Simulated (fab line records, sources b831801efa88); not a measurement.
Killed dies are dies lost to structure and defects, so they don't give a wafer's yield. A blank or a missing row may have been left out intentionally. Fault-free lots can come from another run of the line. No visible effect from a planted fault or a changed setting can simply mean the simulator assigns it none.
fab line records ; flow sky130
[record] lots = 24; wafers = 72; lastDay = 52
route steps=708 shown FIELD_ISO@17 VT_ADJUST_HVTP@93 VT_ADJUST_HVTR@142 SONOS_TUNNEL@166 SONOS_ONO@169
lots that met no fault: from a run of the same line without faults
startH: hours from the record's first day to the start of the lot's first wafer shown ; waitH: time in hours since the lot's previous step ; " identical to the entry in the row above ; L1.1+2: a row that stands for several wafers ; - no value, or no start given ; * or withheld: withheld ; < > ~ a bound
route shown NAME@n: names a module that has steps shown in the file, with the first one's number in the route ; usual: mean/standard deviation of fault-free wafers ; same: alike in all rows ; chamber/n: place in a boat ; sites: readings site by site ; _std_site: standard deviation of those values ; _edge_site: mean of outer sites minus mean of inner sites ; radiusMm: for every site, how far away it sits from the centre of the wafer ; mask NAME#n: copy n ; behind: the tool/chamber that last shaped the wafer ; hold: the reason the lot was held/the length of the hold in hours/how it ended ; device: the transistor (n, p or np) that didn't switch ; end of line: the same wafers' tests at the end of the route ; a step given without rows: its recipe and nothing more ; killed: at the first sort, the dies lost to defects and structure; wafer yield is something else ; map: the dies of a wafer, with x for killed, . for not killed, _ for no die there
set.NAME: the run value of the setting; set.NAME@STEP: its run value at that earlier step ; model.NAME: the simulator's own value behind a step, which no gauge read
the route's steps for a sample of lots (tables are steps, rows are wafers)
services: when a tool's chamber went out of use (startH, in hours from the record's first day, below 0 if earlier), for how many hours, and the reason
[[steps]]
[step SKY_FIELD_ISO_STRIP_16]
[recipe] chemistry = O2/N2; powerW = 1400; pressureMtorr = 1500; platenTempC = withheld; o2FlowSccm = 3000; n2FlowSccm = 300; overashFraction = 0.5
[usual] drypumpMotorCurrentA = 5.8/0.57; o2FlowSccm = 3000/8.6; oesProductAu = 0.377/0.0048; stripTimeToEndpointS = 3.53/0.035
lot.wafer;tool;chamber;startH;waitH;drypumpMotorCurrentA;o2FlowSccm;oesProductAu;rfHoursCounterH;stripTimeToEndpointS
L074.1;plasmaAsher-04;1;28.06;0.0;5.7;2991;0.378;32;3.52
L074.4;plasmaAsher-04;1;28.06;0.0;5.7;3012;0.369;-;3.57
L074.5;plasmaAsher-04;1;28.06;0.0;5.7;2998;0.379;-;3.60
L075.2;plasmaAsher-02;0;33.11;0.0;5.6;3008;0.378;29;3.51
L075.3;plasmaAsher-02;1;33.11;0.0;6.0;2987;0.377;-;3.55
L075.4;plasmaAsher-02;0;33.11;0.0;5.6;3000;0.380;-;3.58
L076.4;plasmaAsher-03;0;38.65;0.1;5.0;2984;0.373;-;3.53
L076.5;plasmaAsher-03;1;38.65;0.1;6.7;3016;0.377;-;3.48
L076.6;plasmaAsher-03;0;38.65;0.1;5.0;3006;0.374;-;3.52
L077.3;plasmaAsher-03;1;43.85;0.1;6.7;3007;0.388;-;3.59
L077.4;plasmaAsher-03;0;43.85;0.1;5.0;3017;0.373;-;3.54
L077.6;plasmaAsher-03;1;43.85;0.1;6.7;3000;0.372;-;3.52
L078.4;plasmaAsher-04;1;49.95;0.1;5.7;2998;0.379;-;3.54
L078.5;plasmaAsher-04;1;49.95;0.1;5.7;3006;0.376;-;3.56
L078.6;plasmaAsher-04;0;49.95;0.1;6.0;3009;0.367;-;3.50
L079.1;plasmaAsher-03;0;54.16;0.0;5.0;2996;0.379;34;3.45
L079.3;plasmaAsher-03;0;54.16;0.0;5.0;2999;0.387;-;3.52
L079.4;plasmaAsher-03;1;54.16;0.0;6.7;3004;0.372;-;3.50
L080.1;plasmaAsher-04;1;59.51;0.0;5.7;3006;0.379;35;3.48
L080.2;plasmaAsher-04;0;59.51;0.0;6.0;2998;0.377;35;3.57
L080.5;plasmaAsher-04;0;59.51;0.0;6.0;2990;0.368;-;3.49
L081.1;plasmaAsher-03;0;66.46;0.0;5.0;3006;0.384;35;3.59
L081.2;plasmaAsher-03;1;66.46;0.0;6.7;3011;0.376;35;3.57
L081.6;plasmaAsher-03;0;66.46;0.0;5.0;3002;0.380;-;3.62
L082.1;plasmaAsher-03;0;69.56;0.0;5.0;3002;0.381;35;3.55
L082.2;plasmaAsher-03;1;69.56;0.0;6.7;3010;0.371;35;3.57
L082.5;plasmaAsher-03;1;69.56;0.0;6.7;3006;0.384;-;3.59
L083.1;plasmaAsher-02;0;75.91;0.0;5.5;3001;0.378;33;3.49
L083.5;plasmaAsher-02;0;75.91;0.0;5.6;2996;0.383;-;3.51
L083.6;plasmaAsher-02;1;75.91;0.0;6.0;2998;0.365;-;3.50
L084.1;plasmaAsher-02;1;83.26;0.0;6.0;2994;0.377;34;3.47
L084.3;plasmaAsher-02;1;83.26;0.0;6.0;3026;0.380;-;3.47
L084.5;plasmaAsher-02;0;83.26;0.0;5.6;2991;0.374;-;3.49
L085.1;plasmaAsher-03;0;87.56;0.0;5.0;2994;0.382;37;3.54
L085.3;plasmaAsher-03;1;87.56;0.0;6.7;2998;0.379;-;3.60
L085.4;plasmaAsher-03;0;87.56;0.0;5.0;2989;0.377;-;3.53
L086.2;plasmaAsher-04;1;91.61;0.0;5.7;2994;0.373;38;3.54
L086.3;plasmaAsher-04;1;91.61;0.0;5.7;2991;0.371;-;3.52
L086.4;plasmaAsher-04;0;91.61;0.0;6.0;2990;0.381;-;3.57
L087.4;plasmaAsher-02;0;96.40;0.1;5.5;3008;0.376;-;3.59
L087.5;plasmaAsher-02;0;96.40;0.1;5.5;3007;0.369;-;3.54
L087.6;plasmaAsher-02;1;96.40;0.1;6.0;3001;0.377;-;3.51
L088.1;plasmaAsher-02;1;100.66;0.0;6.0;3002;0.378;36;3.57
L088.2;plasmaAsher-02;0;100.66;0.0;5.6;2993;0.377;36;3.59
L088.5;plasmaAsher-02;0;100.66;0.0;5.6;3001;0.376;-;3.55
L089.1;plasmaAsher-03;1;107.16;0.0;6.7;2983;0.374;39;3.59
L089.4;plasmaAsher-03;1;107.16;0.0;6.6;2988;0.382;-;3.55
L089.6;plasmaAsher-03;0;107.16;0.0;5.0;3002;0.371;-;3.57
L090.1;plasmaAsher-03;0;111.36;0.0;5.0;3000;0.365;39;3.50
L090.2;plasmaAsher-03;1;111.36;0.0;6.7;2989;0.371;39;3.56
L090.6;plasmaAsher-03;1;111.36;0.0;6.6;3004;0.373;-;3.51
L091.1;plasmaAsher-02;1;117.51;0.0;6.0;3004;0.380;38;3.53
L091.2;plasmaAsher-02;0;117.51;0.0;5.6;2999;0.379;38;3.54
L091.5;plasmaAsher-02;0;117.51;0.0;5.6;2992;0.378;-;3.51
L092.2;plasmaAsher-04;0;124.96;0.0;6.0;2994;0.382;1;3.55
L092.4;plasmaAsher-04;0;124.96;0.0;6.0;2978;0.379;-;3.54
L092.5;plasmaAsher-04;1;124.96;0.0;5.7;2990;0.376;-;3.54
L093.1;plasmaAsher-03;1;127.46;0.0;6.7;3006;0.374;41;3.52
L093.2;plasmaAsher-03;0;127.46;0.0;5.0;3004;0.377;41;3.51
L093.5;plasmaAsher-03;0;127.46;0.0;4.9;2998;0.370;-;3.54
L094.1;plasmaAsher-02;1;132.01;0.0;6.0;3002;0.382;39;3.55
L094.4;plasmaAsher-02;1;132.01;0.0;6.0;3002;0.382;-;3.53
L094.5;plasmaAsher-02;1;132.01;0.0;6.0;2975;0.378;-;3.49
L095.2;plasmaAsher-02;1;138.11;0.0;6.0;3013;0.380;40;3.56
L095.3;plasmaAsher-02;0;138.11;0.0;5.6;3000;0.378;-;3.52
L095.6;plasmaAsher-02;0;138.11;0.0;5.6;3002;0.382;-;3.52
L096.2;plasmaAsher-04;1;142.51;0.0;5.7;3005;0.383;2;3.51
L096.3;plasmaAsher-04;0;142.51;0.0;6.0;3013;0.380;-;3.54
L096.6;plasmaAsher-04;0;142.51;0.0;6.1;3006;0.379;-;3.53
L097.1;plasmaAsher-03;1;149.81;0.0;6.7;3004;0.380;43;3.57
L097.3;plasmaAsher-03;1;149.81;0.0;6.7;3009;0.385;-;3.60
L097.6;plasmaAsher-03;1;149.81;0.0;6.7;3009;0.374;-;3.52
[step SKY_VT_ADJUST_HVTP_OVL_MEAS_08]
[usual] VT_ADJUST_HVTP_OVL = 1.2/1.4
lot.wafer;tool;chamber;startH;waitH;VT_ADJUST_HVTP_OVL[nm]
L074.1;overlay-01;-;119.71;0.1;1.3
L074.4;overlay-01;-;119.71;0.1;1.3
L074.5;overlay-01;-;119.71;0.1;-0.3
L075.2;overlay-01;-;125.17;0.1;0.8
L075.3;overlay-01;-;125.17;0.1;0.8
L075.4;overlay-01;-;125.17;0.1;-0.2
L076.4;overlay-02;-;131.58;0.1;0.9
L076.5;overlay-02;-;131.58;0.1;1.6
L076.6;overlay-02;-;131.58;0.1;3.8
L077.3;overlay-02;-;139.88;0.1;0.3
L077.4;overlay-02;-;139.88;0.1;0.5
L077.6;overlay-02;-;139.88;0.1;1.7
L078.4;overlay-01;-;144.43;0.1;2.9
L078.5;overlay-01;-;144.43;0.1;2.9
L078.6;overlay-01;-;144.43;0.1;1.9
L079.1;overlay-01;-;149.36;0.1;1.5
L079.3;overlay-01;-;149.36;0.1;1.7
L079.4;overlay-01;-;149.36;0.1;1.7
L080.1;overlay-01;-;159.86;0.1;0.9
L080.2;overlay-01;-;159.86;0.1;2.5
L080.5;overlay-01;-;159.86;0.1;1.4
L081.1;overlay-02;-;165.86;0.1;3.4
L081.2;overlay-02;-;165.86;0.1;0.9
L081.6;overlay-02;-;165.86;0.1;2.4
L082.1;overlay-02;-;169.41;0.1;0.1
L082.2;overlay-02;-;169.41;0.1;2.8
L082.5;overlay-02;-;169.41;0.1;-1.6
L083.1;overlay-01;-;177.76;0.1;1.1
L083.5;overlay-01;-;177.76;0.1;0.9
L083.6;overlay-01;-;177.76;0.1;2.0
L084.1;overlay-02;-;187.91;0.1;-0.5
L084.3;overlay-02;-;187.91;0.1;0.9
L084.5;overlay-02;-;187.91;0.1;1.0
L085.1;overlay-01;-;191.91;0.1;0.1
L085.3;overlay-01;-;191.91;0.1;2.6
L085.4;overlay-01;-;191.91;0.1;1.4
L086.2;overlay-02;-;197.92;0.1;0.7
L086.3;overlay-02;-;197.92;0.1;2.1
L086.4;overlay-02;-;197.92;0.1;-0.8
L087.4;overlay-01;-;206.33;0.1;1.3
L087.5;overlay-01;-;206.33;0.1;3.2
L087.6;overlay-01;-;206.33;0.1;0.5
L088.1;overlay-01;-;213.61;0.1;1.3
L088.2;overlay-01;-;213.61;0.1;2.1
L088.5;overlay-01;-;213.61;0.1;2.7
L089.1;overlay-02;-;217.16;0.1;-0.3
L089.4;overlay-02;-;217.16;0.1;3.7
L089.6;overlay-02;-;217.16;0.1;1.8
L090.1;overlay-02;-;229.21;0.1;0.7
L090.2;overlay-02;-;229.21;0.1;-0.7
L090.6;overlay-02;-;229.21;0.1;0.0
L091.1;overlay-02;-;236.86;0.1;2.3
L091.2;overlay-02;-;236.86;0.1;3.0
L091.5;overlay-02;-;236.86;0.1;1.9
L092.2;overlay-02;-;243.62;0.1;1.5
L092.4;overlay-02;-;243.62;0.1;2.6
L092.5;overlay-02;-;243.62;0.1;2.8
L093.1;overlay-02;-;246.41;0.1;1.7
L093.2;overlay-02;-;246.41;0.1;1.7
L093.5;overlay-02;-;246.41;0.1;1.2
L094.1;overlay-01;-;256.11;0.1;2.1
L094.4;overlay-01;-;256.11;0.1;0.1
L094.5;overlay-01;-;256.11;0.1;2.2
L095.2;overlay-01;-;265.02;0.1;1.1
L095.3;overlay-01;-;265.02;0.1;-0.9
L095.6;overlay-01;-;265.02;0.1;-0.9
L096.2;overlay-02;-;266.47;0.1;-0.9
L096.3;overlay-02;-;266.47;0.1;-0.2
L096.6;overlay-02;-;266.47;0.1;0.2
L097.1;overlay-02;-;276.01;0.1;-0.4
L097.3;overlay-02;-;276.01;0.1;1.2
L097.6;overlay-02;-;276.01;0.1;1.7
[step SKY_VT_ADJUST_HVTP_TW_MEAS_11]
[usual] VT_ADJUST_HVTP_TW = 1363/7.3
lot.wafer;tool;chamber;startH;waitH;VT_ADJUST_HVTP_TW
L074.1;filmMetro-02;-;120.04;0.1;1368
L074.4;filmMetro-02;-;120.04;0.1;1369
L074.5;filmMetro-02;-;120.04;0.1;1371
L075.2;filmMetro-04;-;125.46;0.1;1344
L075.3;filmMetro-04;-;125.46;0.1;1347
L075.4;filmMetro-04;-;125.46;0.1;1354
L076.4;filmMetro-02;-;131.88;0.1;1368
L076.5;filmMetro-02;-;131.88;0.1;1360
L076.6;filmMetro-02;-;131.88;0.1;1361
L077.3;filmMetro-01;-;140.17;0.1;1358
L077.4;filmMetro-01;-;140.17;0.1;1359
L077.6;filmMetro-01;-;140.17;0.1;1354
L078.4;filmMetro-02;-;144.73;0.1;1360
L078.5;filmMetro-02;-;144.73;0.1;1367
L078.6;filmMetro-02;-;144.73;0.1;1374
L079.1;filmMetro-01;-;149.65;0.1;1357
L079.3;filmMetro-01;-;149.65;0.1;1360
L079.4;filmMetro-01;-;149.65;0.1;1363
L080.1;filmMetro-04;-;160.15;0.1;1356
L080.2;filmMetro-04;-;160.15;0.1;1347
L080.5;filmMetro-04;-;160.15;0.1;1352
L081.1;filmMetro-02;-;166.15;0.1;1367
L081.2;filmMetro-02;-;166.15;0.1;1370
L081.6;filmMetro-02;-;166.15;0.1;1376
L082.1;filmMetro-02;-;169.70;0.1;1362
L082.2;filmMetro-02;-;169.70;0.1;1365
L082.5;filmMetro-02;-;169.70;0.1;1368
L083.1;filmMetro-04;-;178.05;0.1;1353
L083.5;filmMetro-04;-;178.05;0.1;1358
L083.6;filmMetro-04;-;178.05;0.1;1352
L084.1;filmMetro-02;-;188.20;0.1;1361
L084.3;filmMetro-02;-;188.20;0.1;1364
L084.5;filmMetro-02;-;188.20;0.1;1368
L085.1;filmMetro-04;-;192.20;0.1;1354
L085.3;filmMetro-04;-;192.20;0.1;1357
L085.4;filmMetro-04;-;192.20;0.1;1360
L086.2;filmMetro-02;-;198.21;0.1;1377
L086.3;filmMetro-02;-;198.21;0.1;1375
L086.4;filmMetro-02;-;198.21;0.1;1368
L087.4;filmMetro-02;-;206.66;0.1;1373
L087.5;filmMetro-02;-;206.66;0.1;1369
L087.6;filmMetro-02;-;206.66;0.1;1369
L088.1;filmMetro-01;-;213.90;0.1;1363
L088.2;filmMetro-01;-;213.90;0.1;1361
L088.5;filmMetro-01;-;213.90;0.1;1363
L089.1;filmMetro-02;-;217.45;0.1;1358
L089.4;filmMetro-02;-;217.45;0.1;1367
L089.6;filmMetro-02;-;217.45;0.1;1355
L090.1;filmMetro-04;-;229.50;0.1;1364
L090.2;filmMetro-04;-;229.50;0.1;1378
L090.6;filmMetro-04;-;229.50;0.1;1369
L091.1;filmMetro-01;-;237.15;0.1;1364
L091.2;filmMetro-01;-;237.15;0.1;1363
L091.5;filmMetro-01;-;237.15;0.1;1364
L092.2;filmMetro-02;-;243.91;0.1;1359
L092.4;filmMetro-02;-;243.91;0.1;1350
L092.5;filmMetro-02;-;243.91;0.1;1359
L093.1;filmMetro-01;-;246.70;0.1;1356
L093.2;filmMetro-01;-;246.70;0.1;1356
L093.5;filmMetro-01;-;246.70;0.1;1356
L094.1;filmMetro-01;-;256.40;0.1;1354
L094.4;filmMetro-01;-;256.40;0.1;1362
L094.5;filmMetro-01;-;256.40;0.1;1356
L095.2;filmMetro-04;-;265.31;0.1;1361
L095.3;filmMetro-04;-;265.31;0.1;1360
L095.6;filmMetro-04;-;265.31;0.1;1360
L096.2;filmMetro-02;-;266.76;0.1;1363
L096.3;filmMetro-02;-;266.76;0.1;1357
L096.6;filmMetro-02;-;266.76;0.1;1369
L097.1;filmMetro-02;-;276.30;0.1;1369
L097.3;filmMetro-02;-;276.30;0.1;1364
L097.6;filmMetro-02;-;276.30;0.1;1361
[step SKY_VT_ADJUST_HVTR_TW_MEAS_11]
[usual] VT_ADJUST_HVTR_TW = 210.4/1.4
lot.wafer;tool;chamber;startH;waitH;VT_ADJUST_HVTR_TW
L074.1;filmMetro-04;-;202.45;0.1;209.4
L074.4;filmMetro-04;-;202.45;0.1;210.9
L074.5;filmMetro-04;-;202.45;0.1;210.7
L075.2;filmMetro-01;-;209.77;0.1;211.7
L075.3;filmMetro-01;-;209.77;0.1;212.0
L075.4;filmMetro-01;-;209.77;0.1;212.1
L076.4;filmMetro-03;-;216.88;0.1;209.4
L076.5;filmMetro-03;-;216.88;0.1;209.7
L076.6;filmMetro-03;-;216.88;0.1;208.0
L077.3;filmMetro-01;-;228.72;0.1;210.4
L077.4;filmMetro-01;-;228.72;0.1;210.0
L077.6;filmMetro-01;-;228.72;0.1;211.3
L078.4;filmMetro-04;-;234.64;0.1;211.7
L078.5;filmMetro-04;-;234.64;0.1;212.0
L078.6;filmMetro-04;-;234.64;0.1;212.0
L079.1;filmMetro-01;-;241.40;0.1;210.6
L079.3;filmMetro-01;-;241.40;0.1;210.1
L079.4;filmMetro-01;-;241.40;0.1;210.7
L080.1;filmMetro-03;-;254.30;0.1;207.5
L080.2;filmMetro-03;-;254.30;0.1;207.6
L080.5;filmMetro-03;-;254.30;0.1;207.2
L081.1;filmMetro-04;-;262.76;0.1;210.1
L081.2;filmMetro-04;-;262.76;0.1;209.6
L081.6;filmMetro-04;-;262.76;0.1;209.8
L082.1;filmMetro-03;-;265.36;0.1;208.8
L082.2;filmMetro-03;-;265.36;0.1;210.5
L082.5;filmMetro-03;-;265.36;0.1;209.8
L083.1;filmMetro-01;-;275.15;0.1;209.7
L083.5;filmMetro-01;-;275.15;0.1;210.0
L083.6;filmMetro-01;-;275.15;0.1;210.3
L084.1;filmMetro-01;-;287.41;0.1;209.7
L084.3;filmMetro-01;-;287.41;0.1;211.8
L084.5;filmMetro-01;-;287.41;0.1;211.9
L085.1;filmMetro-03;-;291.91;0.1;208.2
L085.3;filmMetro-03;-;291.91;0.1;208.3
L085.4;filmMetro-03;-;291.91;0.1;209.9
L086.2;filmMetro-04;-;296.32;0.1;211.1
L086.3;filmMetro-04;-;296.32;0.1;212.0
L086.4;filmMetro-04;-;296.32;0.1;211.7
L087.4;filmMetro-03;-;308.04;0.1;207.3
L087.5;filmMetro-03;-;308.04;0.1;207.5
L087.6;filmMetro-03;-;308.04;0.1;207.8
L088.1;filmMetro-01;-;315.45;0.1;209.8
L088.2;filmMetro-01;-;315.45;0.1;210.1
L088.5;filmMetro-01;-;315.45;0.1;212.2
L089.1;filmMetro-01;-;320.71;0.1;211.1
L089.4;filmMetro-01;-;320.71;0.1;211.9
L089.6;filmMetro-01;-;320.71;0.1;211.7
L090.1;filmMetro-01;-;331.90;0.1;210.5
L090.2;filmMetro-01;-;331.90;0.1;210.5
L090.6;filmMetro-01;-;331.90;0.1;210.0
L091.1;filmMetro-01;-;341.75;0.1;212.6
L091.2;filmMetro-01;-;341.75;0.1;210.5
L091.5;filmMetro-01;-;341.75;0.1;211.7
L092.2;filmMetro-04;-;349.91;0.1;212.8
L092.4;filmMetro-04;-;349.91;0.1;211.8
L092.5;filmMetro-04;-;349.91;0.1;211.2
L093.1;filmMetro-01;-;352.60;0.1;212.0
L093.2;filmMetro-01;-;352.60;0.1;212.5
L093.5;filmMetro-01;-;352.60;0.1;212.3
L094.1;filmMetro-03;-;365.06;0.1;208.6
L094.4;filmMetro-03;-;365.06;0.1;207.4
L094.5;filmMetro-03;-;365.06;0.1;206.1
L095.2;filmMetro-04;-;374.36;0.1;210.3
L095.3;filmMetro-04;-;374.36;0.1;209.9
L095.6;filmMetro-04;-;374.36;0.1;210.3
L096.2;filmMetro-04;-;376.56;0.1;211.1
L096.3;filmMetro-04;-;376.56;0.1;210.4
L096.6;filmMetro-04;-;376.56;0.1;209.8
L097.1;filmMetro-01;-;386.45;0.1;211.9
L097.3;filmMetro-01;-;386.45;0.1;211.5
L097.6;filmMetro-01;-;386.45;0.1;210.2
[step SKY_SONOS_TUNNEL_TW_MEAS_12]
[usual] SONOS_TUNNEL_TW = 197.0/1.4
lot.wafer;tool;chamber;startH;waitH;SONOS_TUNNEL_TW
L074.1;filmMetro-02;-;250.76;0.0;197.1
L074.4;filmMetro-02;-;250.76;0.0;196.6
L074.5;filmMetro-02;-;250.76;0.0;198.9
L075.2;filmMetro-03;-;258.87;0.0;194.4
L075.3;filmMetro-03;-;258.87;0.0;193.7
L075.4;filmMetro-03;-;258.87;0.0;194.7
L076.4;filmMetro-02;-;267.89;0.0;198.6
L076.5;filmMetro-02;-;267.89;0.0;197.0
L076.6;filmMetro-02;-;267.89;0.0;197.4
L077.3;filmMetro-03;-;280.94;0.0;194.7
L077.4;filmMetro-03;-;280.94;0.0;197.1
L077.6;filmMetro-03;-;280.94;0.0;196.0
L078.4;filmMetro-04;-;286.95;0.0;196.0
L078.5;filmMetro-04;-;286.95;0.0;197.2
L078.6;filmMetro-04;-;286.95;0.0;196.2
L079.1;filmMetro-02;-;294.02;0.0;197.0
L079.3;filmMetro-02;-;294.02;0.0;196.8
L079.4;filmMetro-02;-;294.02;0.0;197.4
L080.1;filmMetro-04;-;305.77;0.0;197.3
L080.2;filmMetro-04;-;305.77;0.0;197.3
L080.5;filmMetro-04;-;305.77;0.0;196.9
L081.1;filmMetro-02;-;314.65;0.0;198.4
L081.2;filmMetro-02;-;314.65;0.0;199.0
L081.6;filmMetro-02;-;314.65;0.0;198.2
L082.1;filmMetro-03;-;317.82;0.0;194.5
L082.2;filmMetro-03;-;317.82;0.0;194.7
L082.5;filmMetro-03;-;317.82;0.0;195.6
L083.1;filmMetro-04;-;327.01;0.0;197.1
L083.5;filmMetro-04;-;327.01;0.0;197.3
L083.6;filmMetro-04;-;327.01;0.0;197.4
L084.1;filmMetro-02;-;340.22;0.0;199.6
L084.3;filmMetro-02;-;340.22;0.0;197.4
L084.5;filmMetro-02;-;340.22;0.0;198.8
L085.1;filmMetro-02;-;345.22;0.0;198.6
L085.3;filmMetro-02;-;345.22;0.0;197.9
L085.4;filmMetro-02;-;345.22;0.0;198.5
L086.2;filmMetro-02;-;351.28;0.0;199.5
L086.3;filmMetro-02;-;351.28;0.0;198.0
L086.4;filmMetro-02;-;351.28;0.0;198.0
L087.4;filmMetro-04;-;363.91;0.0;196.7
L087.5;filmMetro-04;-;363.91;0.0;196.6
L087.6;filmMetro-04;-;363.91;0.0;195.5
L088.1;filmMetro-04;-;372.71;0.0;196.6
L088.2;filmMetro-04;-;372.71;0.0;197.2
L088.5;filmMetro-04;-;372.71;0.0;195.6
L089.1;filmMetro-04;-;378.52;0.0;195.6
L089.4;filmMetro-04;-;378.52;0.0;196.1
L089.6;filmMetro-04;-;378.52;0.0;196.1
L090.1;filmMetro-04;-;390.47;0.0;198.4
L090.2;filmMetro-04;-;390.47;0.0;197.8
L090.6;filmMetro-04;-;390.47;0.0;197.6
L091.1;filmMetro-04;-;402.58;0.0;197.6
L091.2;filmMetro-04;-;402.58;0.0;197.7
L091.5;filmMetro-04;-;402.58;0.0;196.7
L092.2;filmMetro-04;-;410.88;0.0;197.2
L092.4;filmMetro-04;-;410.88;0.0;197.1
L092.5;filmMetro-04;-;410.88;0.0;197.1
L093.1;filmMetro-03;-;413.82;0.0;194.9
L093.2;filmMetro-03;-;413.82;0.0;195.3
L093.5;filmMetro-03;-;413.82;0.0;195.5
L094.1;filmMetro-02;-;427.13;0.0;197.1
L094.4;filmMetro-02;-;427.13;0.0;196.9
L094.5;filmMetro-02;-;427.13;0.0;198.3
L095.2;filmMetro-04;-;437.19;0.0;198.6
L095.3;filmMetro-04;-;437.19;0.0;197.0
L095.6;filmMetro-04;-;437.19;0.0;196.9
L096.2;filmMetro-03;-;439.67;0.0;194.6
L096.3;filmMetro-03;-;439.67;0.0;194.1
L096.6;filmMetro-03;-;439.67;0.0;193.3
L097.1;filmMetro-04;-;450.52;0.0;199.2
L097.3;filmMetro-04;-;450.52;0.0;198.4
L097.6;filmMetro-04;-;450.52;0.0;196.9
[step SKY_SONOS_ONO_THK_MEAS_01]
[recipe] reads = SiO2_of_SONOS_ONO_OXIDATION_00
[usual] SONOS_ONO_OXIDATION_THK = 2.58/0.053
lot.wafer;tool;chamber;startH;waitH;SONOS_ONO_OXIDATION_THK[nm]
L074.1;filmMetro-03;-;252.18;0.0;2.54
L074.4;filmMetro-03;-;252.18;0.0;2.58
L074.5;filmMetro-03;-;252.18;0.0;2.58
L075.2;filmMetro-03;-;260.29;0.0;2.52
L075.3;filmMetro-03;-;260.29;0.0;2.57
L075.4;filmMetro-03;-;260.29;0.0;2.58
L076.4;filmMetro-03;-;270.26;0.0;2.60
L076.5;filmMetro-03;-;270.26;0.0;2.60
L076.6;filmMetro-03;-;270.26;0.0;2.62
L077.3;filmMetro-02;-;285.92;0.0;2.51
L077.4;filmMetro-02;-;285.92;0.0;2.60
L077.6;filmMetro-02;-;285.92;0.0;2.54
L078.4;filmMetro-03;-;292.36;0.0;2.59
L078.5;filmMetro-03;-;292.36;0.0;2.49
L078.6;filmMetro-03;-;292.36;0.0;2.53
L079.1;filmMetro-01;-;297.24;0.0;2.58
L079.3;filmMetro-01;-;297.24;0.0;2.60
L079.4;filmMetro-01;-;297.24;0.0;2.60
L080.1;filmMetro-02;-;307.98;0.0;2.52
L080.2;filmMetro-02;-;307.98;0.0;2.52
L080.5;filmMetro-02;-;307.98;0.0;2.57
L081.1;filmMetro-01;-;316.08;0.0;2.51
L081.2;filmMetro-01;-;316.08;0.0;2.53
L081.6;filmMetro-01;-;316.08;0.0;2.52
L082.1;filmMetro-01;-;320.19;0.0;2.53
L082.2;filmMetro-01;-;320.19;0.0;2.50
L082.5;filmMetro-01;-;320.19;0.0;2.48
L083.1;filmMetro-01;-;329.03;0.0;2.53
L083.5;filmMetro-01;-;329.03;0.0;2.50
L083.6;filmMetro-01;-;329.03;0.0;2.55
L084.1;filmMetro-03;-;342.64;0.0;2.58
L084.3;filmMetro-03;-;342.64;0.0;2.60
L084.5;filmMetro-03;-;342.64;0.0;2.51
L085.1;filmMetro-01;-;347.41;0.0;2.48
L085.3;filmMetro-01;-;347.41;0.0;2.58
L085.4;filmMetro-01;-;347.41;0.0;2.52
L086.2;filmMetro-03;-;352.70;0.0;2.59
L086.3;filmMetro-03;-;352.70;0.0;2.59
L086.4;filmMetro-03;-;352.70;0.0;2.58
L087.4;filmMetro-03;-;366.21;0.0;2.52
L087.5;filmMetro-03;-;366.21;0.0;2.53
L087.6;filmMetro-03;-;366.21;0.0;2.51
L088.1;filmMetro-03;-;374.66;0.0;2.61
L088.2;filmMetro-03;-;374.66;0.0;2.63
L088.5;filmMetro-03;-;374.66;0.0;2.59
L089.1;filmMetro-02;-;380.85;0.0;2.60
L089.4;filmMetro-02;-;380.85;0.0;2.61
L089.6;filmMetro-02;-;380.85;0.0;2.62
L090.1;filmMetro-02;-;393.05;0.0;2.57
L090.2;filmMetro-02;-;393.05;0.0;2.59
L090.6;filmMetro-02;-;393.05;0.0;2.54
L091.1;filmMetro-01;-;404.00;0.0;2.63
L091.2;filmMetro-01;-;404.00;0.0;2.65
L091.5;filmMetro-01;-;404.00;0.0;2.65
L092.2;filmMetro-03;-;414.38;0.0;2.60
L092.4;filmMetro-03;-;414.38;0.0;2.62
L092.5;filmMetro-03;-;414.38;0.0;2.70
L093.1;filmMetro-01;-;415.24;0.0;2.65
L093.2;filmMetro-01;-;415.24;0.0;2.60
L093.5;filmMetro-01;-;415.24;0.0;2.62
L094.1;filmMetro-02;-;429.15;0.0;2.56
L094.4;filmMetro-02;-;429.15;0.0;2.53
L094.5;filmMetro-02;-;429.15;0.0;2.61
L095.2;filmMetro-02;-;438.61;0.0;2.58
L095.3;filmMetro-02;-;438.61;0.0;2.50
L095.6;filmMetro-02;-;438.61;0.0;2.62
L096.2;filmMetro-01;-;442.03;0.0;2.58
L096.3;filmMetro-01;-;442.03;0.0;2.68
L096.6;filmMetro-01;-;442.03;0.0;2.59
L097.1;filmMetro-01;-;453.06;0.0;2.60
L097.3;filmMetro-01;-;453.06;0.0;2.68
L097.6;filmMetro-01;-;453.06;0.0;2.59
[[services]]
tool;chamber;startH;hours;kind
plasmaAsher-03;-;5.93;4.3;repair
plasmaAsher-04;-;25.95;0.3;repair
plasmaAsher-04;-;108.83;9.0;pm
plasmaAsher-04;0;108.83;9.0;ventCycle
plasmaAsher-04;1;108.83;9.0;ventCycle
plasmaAsher-04;0;117.83;-;clean
plasmaAsher-04;1;117.83;-;clean
[[key]]
fault none
